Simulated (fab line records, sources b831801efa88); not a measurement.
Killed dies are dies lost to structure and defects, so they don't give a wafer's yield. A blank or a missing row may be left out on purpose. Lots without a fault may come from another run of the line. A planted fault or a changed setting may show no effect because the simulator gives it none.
Chamber matching | flow sky130 | SKY_FIELD_ISO_ETCH_14 on rie_diel-01: 4 sister chambers
The step etches BARC in N2/H2, stops on SiO2, time 45.9 s, target depth 60 nm. 4 wafers are shown with their chamber, then 7 later ones without.

WAFERS WITH THEIR CHAMBER
wafer  | chamber | drypump_motor_current_A (A)
L916.3 | 0       | 5.5
L917.5 | 1       | 6.0
L918.3 | 3       | 4.7
L918.4 | 2       | 6.3

WAFERS WITHOUT THEIR CHAMBER
wafer  | drypump_motor_current_A (A)
L918.6 | 4.7
L922.1 | 5.5
L922.2 | 6.0
L922.4 | 6.1
L929.2 | 6.3
L929.3 | 6.2
L929.5 | 5.5

WHICH CHAMBER EACH WENT THROUGH
wafer  | from the rows above     | in truth
L918.6 | 3                       | 3
L922.1 | 0                       | 0
L922.2 | 1                       | 1
L922.4 | can't be placed: 1 or 2 | 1
L929.2 | 2                       | 2
L929.3 | can't be placed: 2 or 1 | 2
L929.5 | 0                       | 0
Placed correctly: 5 of 7. Can't be placed from these rows: 2 (the true chamber is among the candidates in 2). Placed wrongly: 0.
How it was worked out, from the rows above alone: a wafer's distance from a chamber is the root of the sum, over the readings, of the square of ((its reading less the chamber's mean) divided by the reading's scatter). The wafer belongs to the nearest chamber; if the next one is less than 2 further off, it can't be placed. A chamber's mean is the mean of its shown wafers. The scatter: with one shown wafer a chamber, the root of the mean of the squares of how far each hidden wafer lies from its nearest shown one.
